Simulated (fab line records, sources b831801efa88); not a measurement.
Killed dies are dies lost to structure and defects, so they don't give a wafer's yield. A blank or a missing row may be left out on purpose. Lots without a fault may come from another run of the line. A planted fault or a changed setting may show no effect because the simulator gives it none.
Chamber matching | flow gf180mcu | GF_CONTACT_CVD_02 on pecvd-01: 3 sister chambers
The step deposits SiO2 from TEOS, target thk 860 nm, time 95.992 s. 3 wafers are shown with their chamber, then 7 later ones without.

WAFERS WITH THEIR CHAMBER
wafer  | chamber | heater_power_w (W)
L090.3 | 2       | 671
L091.2 | 1       | 653
L091.5 | 0       | 578

WAFERS WITHOUT THEIR CHAMBER
wafer  | heater_power_w (W)
L091.6 | 528
L093.4 | 647
L093.5 | 690
L093.6 | 692
L095.1 | 670
L095.4 | 570
L095.5 | 534

WHICH CHAMBER EACH WENT THROUGH
wafer  | from the rows above     | in truth
L091.6 | 0                       | 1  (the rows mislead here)
L093.4 | can't be placed: 1 or 2 | 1
L093.5 | can't be placed: 2 or 1 | 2
L093.6 | can't be placed: 2 or 1 | 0
L095.1 | can't be placed: 2 or 1 | 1
L095.4 | 0                       | 0
L095.5 | 0                       | 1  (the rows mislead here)
Placed correctly: 1 of 7. Can't be placed from these rows: 4 (the true chamber is among the candidates in 3). Placed wrongly: 2.
How it was worked out, from the rows above alone: a wafer's distance from a chamber is the root of the sum, over the readings, of the square of ((its reading less the chamber's mean) divided by the reading's scatter). The wafer belongs to the nearest chamber; if the next one is less than 2 further off, it can't be placed. A chamber's mean is the mean of its shown wafers. The scatter: with one shown wafer a chamber, the root of the mean of the squares of how far each hidden wafer lies from its nearest shown one.
